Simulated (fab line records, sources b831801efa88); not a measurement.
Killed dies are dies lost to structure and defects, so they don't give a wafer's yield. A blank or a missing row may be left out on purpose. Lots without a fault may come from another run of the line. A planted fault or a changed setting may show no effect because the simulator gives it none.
Which tool did it? | flow gf180mcu | 12 lots, 36 wafers sampled, at 1 step of a route of 602

WHAT THE GAUGES READ, wafer by wafer
GF_V2_THK_MEAS_25: measures by xrf.
lot  | measured     | on            | V2_W_THK (nm)
L075 | day 20 17:21 | film_metro-04 | 343 344 347
L077 | day 21 07:35 | film_metro-01 | 350 348 344
L079 | day 22 00:11 | film_metro-02 | 351 348 352
L081 | day 22 22:20 | film_metro-04 | 349 347 343
L083 | day 23 11:33 | film_metro-02 | 346 356 354
L085 | day 24 05:01 | film_metro-02 | 349 347 347
L087 | day 25 09:39 | film_metro-01 | 339 342 347
L089 | day 25 17:54 | film_metro-01 | 338 346 339
L091 | day 26 10:36 | film_metro-02 | 346 349 355
L093 | day 27 00:33 | film_metro-04 | 340 336 340
L095 | day 27 14:11 | film_metro-04 | 340 345 341
L097 | day 28 03:20 | film_metro-02 | 349 347 347

WHICH TOOL RAN EACH LOT (tool, then ch and the chambers of the sampled wafers, then the start)
The record holds no process step before these readings.

THE ANSWER, worked out from the rows above alone
Rule: what is usual is taken from the lots themselves. Put in order of their means at a reading, lots are off if they are a third of the lots or fewer, leave a main group of 4 or more, and stand apart from it by a gap of 3 or more times the standard deviation of the main group's means; of several such gaps the widest counts. A main group whose means are all the same, to the digits that the tables above print for the reading, isn't used. A lot without any number at a reading at which 4 lots or more have one is off too. The other lots that the step has rows for count as sound.
No lot is off at any reading shown: from this, nothing can be told.

WHAT THE SIMULATOR HAD PUT IN
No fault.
